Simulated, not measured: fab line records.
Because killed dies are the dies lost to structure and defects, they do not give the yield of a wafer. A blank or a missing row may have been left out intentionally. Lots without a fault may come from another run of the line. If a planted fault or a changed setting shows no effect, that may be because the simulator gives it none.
Shared-tool check || flow gf180mcu || Lots sampled 12, wafers sampled 36

== WHY THIS WAS OPENED ==
Flagged at GF_TOP_METAL_CD_MEAS_14: reading cdNm, on 1 of 12 lots. Wafers without a fault read 440.3 nm, standard deviation 2.2.
Rule: flag the lot when none of its wafers has a number, or when each of its wafers that has one lies beyond 4 standard deviations from that mean. All remaining lots are regarded as sound.

{"lot": "L479", "measured": "day 28 01:19", "on": "cdSem-01", "cdNm (nm), wafer by wafer": "440.0 440.6 441.0", "flag": ""}
{"lot": "L482", "measured": "day 28 19:03", "on": "cdSem-02", "cdNm (nm), wafer by wafer": "437.3 439.7 438.1", "flag": ""}
{"lot": "L483", "measured": "day 29 07:25", "on": "cdSem-01", "cdNm (nm), wafer by wafer": "441.0 439.5 441.3", "flag": ""}
{"lot": "L484", "measured": "day 29 18:55", "on": "cdSem-01", "cdNm (nm), wafer by wafer": "437.9 441.3 437.9", "flag": ""}
{"lot": "L487", "measured": "day 30 16:26", "on": "cdSem-02", "cdNm (nm), wafer by wafer": "441.0 438.8 440.8", "flag": ""}
{"lot": "L489", "measured": "day 31 09:38", "on": "cdSem-02", "cdNm (nm), wafer by wafer": "441.1 440.5 441.2", "flag": ""}
{"lot": "L491", "measured": "day 31 15:58", "on": "cdSem-02", "cdNm (nm), wafer by wafer": "443.9 442.6 441.4", "flag": ""}
{"lot": "L492", "measured": "day 31 21:25", "on": "cdSem-01", "cdNm (nm), wafer by wafer": "440.9 440.5 440.2", "flag": ""}
{"lot": "L493", "measured": "day 32 01:14", "on": "cdSem-02", "cdNm (nm), wafer by wafer": "438.3 436.6 436.8", "flag": ""}
{"lot": "L494", "measured": "day 32 12:15", "on": "cdSem-02", "cdNm (nm), wafer by wafer": "437.4 438.1 434.1", "flag": ""}
{"lot": "L500", "measured": "day 33 21:41", "on": "cdSem-01", "cdNm (nm), wafer by wafer": "398.5 398.3 323.0", "flag": "FLAGGED"}
{"lot": "L502", "measured": "day 34 02:47", "on": "cdSem-02", "cdNm (nm), wafer by wafer": "438.2 437.7 438.9", "flag": ""}
The mean of the flagged lots' numbers is 373.3 nm, -67.0 nm from the usual (-30 standard deviations).

== EACH LOT AND THE TOOL IT RAN ON ==
Before the reading, the record contains 3 process steps out of a 602-step route. In each cell: the tool, then ch and the chambers that the sampled wafers went through, then the start.
{"lot": "L479", "flag": "", "GF_V5_CMP_26": "cmp-01 ch 0,2,3, day 27 05:31", "GF_TOP_METAL_SPUTTER_01": "pvdSputter-02, day 27 05:49", "GF_TOP_METAL_EXPOSE_11": "ilineStepper-01 ch 0, day 27 15:13"}
{"lot": "L482", "flag": "", "GF_V5_CMP_26": "cmp-02 ch 0,1,3, day 27 23:38", "GF_TOP_METAL_SPUTTER_01": "pvdSputter-04, day 27 23:56", "GF_TOP_METAL_EXPOSE_11": "ilineStepper-02 ch 0, day 28 10:08"}
{"lot": "L483", "flag": "", "GF_V5_CMP_26": "cmp-01 ch 0,3, day 28 11:36", "GF_TOP_METAL_SPUTTER_01": "pvdSputter-01, day 28 12:00", "GF_TOP_METAL_EXPOSE_11": "ilineStepper-02 ch 0, day 28 21:56"}
{"lot": "L484", "flag": "", "GF_V5_CMP_26": "cmp-02 ch 0,1,3, day 28 23:44", "GF_TOP_METAL_SPUTTER_01": "pvdSputter-01, day 29 00:08", "GF_TOP_METAL_EXPOSE_11": "ilineStepper-02 ch 0, day 29 09:28"}
{"lot": "L487", "flag": "", "GF_V5_CMP_26": "cmp-01 ch 0,3, day 29 21:57", "GF_TOP_METAL_SPUTTER_01": "pvdSputter-01, day 29 22:18", "GF_TOP_METAL_EXPOSE_11": "ilineStepper-01 ch 0, day 30 07:13"}
{"lot": "L489", "flag": "", "GF_V5_CMP_26": "cmp-01 ch 1,3, day 30 16:33", "GF_TOP_METAL_SPUTTER_01": "pvdSputter-02, day 30 16:54", "GF_TOP_METAL_EXPOSE_11": "ilineStepper-02 ch 0, day 31 01:16"}
{"lot": "L491", "flag": "", "GF_V5_CMP_26": "cmp-01 ch 1,2,3, day 30 22:20", "GF_TOP_METAL_SPUTTER_01": "pvdSputter-01, day 30 22:38", "GF_TOP_METAL_EXPOSE_11": "ilineStepper-02 ch 0, day 31 07:13"}
{"lot": "L492", "flag": "", "GF_V5_CMP_26": "cmp-02 ch 1,2, day 31 03:37", "GF_TOP_METAL_SPUTTER_01": "pvdSputter-02, day 31 04:01", "GF_TOP_METAL_EXPOSE_11": "ilineStepper-01 ch 0, day 31 13:14"}
{"lot": "L493", "flag": "", "GF_V5_CMP_26": "cmp-02 ch 0,3, day 31 07:27", "GF_TOP_METAL_SPUTTER_01": "pvdSputter-02, day 31 07:48", "GF_TOP_METAL_EXPOSE_11": "ilineStepper-01 ch 0, day 31 17:08"}
{"lot": "L494", "flag": "", "GF_V5_CMP_26": "cmp-02 ch 0,1,3, day 31 19:38", "GF_TOP_METAL_SPUTTER_01": "pvdSputter-04, day 31 19:56", "GF_TOP_METAL_EXPOSE_11": "ilineStepper-02 ch 0, day 32 04:11"}
{"lot": "L500", "flag": "FLAGGED", "GF_V5_CMP_26": "cmp-02 ch 1,2,3, day 33 06:28", "GF_TOP_METAL_SPUTTER_01": "pvdSputter-02, day 33 06:43", "GF_TOP_METAL_EXPOSE_11": "ilineStepper-01 ch 0, day 33 14:29"}
{"lot": "L502", "flag": "", "GF_V5_CMP_26": "cmp-02 ch 0,1,3, day 33 11:27", "GF_TOP_METAL_SPUTTER_01": "pvdSputter-04, day 33 11:51", "GF_TOP_METAL_EXPOSE_11": "ilineStepper-02 ch 0, day 33 19:43"}
What the steps here do:
- GF_V5_CMP_26: polishes, stops on SiO2, t overpolish 15 s, target thk 0 nm.
- GF_TOP_METAL_SPUTTER_01: material TiN, target thk 30 nm, time 25 s.
- GF_TOP_METAL_EXPOSE_11: exposes mask MetalTop, target cd 440 nm.
- GF_TOP_METAL_CD_MEAS_14: target cd 440 nm.

== FLAGGED AGAINST TOTAL, ONE TOOL AT A TIME (gauges that did the reading follow at the end) ==
{"step": "GF_V5_CMP_26", "tool": "cmp-01", "lots run": 5, "flagged": 0, "share of the flagged lots": "none", "sound lots run after its first flagged lot": "-"}
{"step": "GF_V5_CMP_26", "tool": "cmp-02", "lots run": 7, "flagged": 1, "share of the flagged lots": "all", "sound lots run after its first flagged lot": "1 (L502)"}
{"step": "GF_TOP_METAL_SPUTTER_01", "tool": "pvdSputter-01", "lots run": 4, "flagged": 0, "share of the flagged lots": "none", "sound lots run after its first flagged lot": "-"}
{"step": "GF_TOP_METAL_SPUTTER_01", "tool": "pvdSputter-02", "lots run": 5, "flagged": 1, "share of the flagged lots": "all", "sound lots run after its first flagged lot": 0}
{"step": "GF_TOP_METAL_SPUTTER_01", "tool": "pvdSputter-04", "lots run": 3, "flagged": 0, "share of the flagged lots": "none", "sound lots run after its first flagged lot": "-"}
{"step": "GF_TOP_METAL_EXPOSE_11", "tool": "ilineStepper-01", "lots run": 5, "flagged": 1, "share of the flagged lots": "all", "sound lots run after its first flagged lot": 0}
{"step": "GF_TOP_METAL_EXPOSE_11", "tool": "ilineStepper-02", "lots run": 7, "flagged": 0, "share of the flagged lots": "none", "sound lots run after its first flagged lot": "-"}
{"step": "GF_TOP_METAL_CD_MEAS_14", "tool": "cdSem-01", "lots run": 5, "flagged": 1, "share of the flagged lots": "all", "sound lots run after its first flagged lot": 0}
{"step": "GF_TOP_METAL_CD_MEAS_14", "tool": "cdSem-02", "lots run": 7, "flagged": 0, "share of the flagged lots": "none", "sound lots run after its first flagged lot": "-"}

== THE TABLE: WHAT IT ALLOWS ==
4 rows of the table ran every flagged lot: cmp-02 at GF_V5_CMP_26, pvdSputter-02 at GF_TOP_METAL_SPUTTER_01, ilineStepper-01 at GF_TOP_METAL_EXPOSE_11, cdSem-01 at GF_TOP_METAL_CD_MEAS_14.
- cmp-02 at GF_V5_CMP_26: 1 of its 7 lots flagged. Lots that were sound ran on it after the first flagged one (L502); a persistent fault on the entire tool would not allow that.
- pvdSputter-02 at GF_TOP_METAL_SPUTTER_01: 1 of its 5 lots flagged. Last sound lot L493 at day 31 07:48, first flagged lot L500 at day 33 06:43; a fault beginning in between fits.
- ilineStepper-01 at GF_TOP_METAL_EXPOSE_11: 1 of its 5 lots flagged. Last sound lot L493 at day 31 17:08, first flagged lot L500 at day 33 14:29; a fault beginning in between fits. Its own readings lie more than 4 standard deviations out on every wafer of the flagged lots: exposureDoseMJCm2.
- cdSem-01 at GF_TOP_METAL_CD_MEAS_14: 1 of its 5 lots flagged. Last sound lot L492 at day 31 21:25, first flagged lot L500 at day 33 21:41; a fault beginning in between fits.
Counting lots can't tell these 3 tools apart, because each fits a fault that began at some hour. More lots, or a look at what each step does to the wafer, might.

== WHAT HAD BEEN PUT IN BY THE SIMULATOR ==
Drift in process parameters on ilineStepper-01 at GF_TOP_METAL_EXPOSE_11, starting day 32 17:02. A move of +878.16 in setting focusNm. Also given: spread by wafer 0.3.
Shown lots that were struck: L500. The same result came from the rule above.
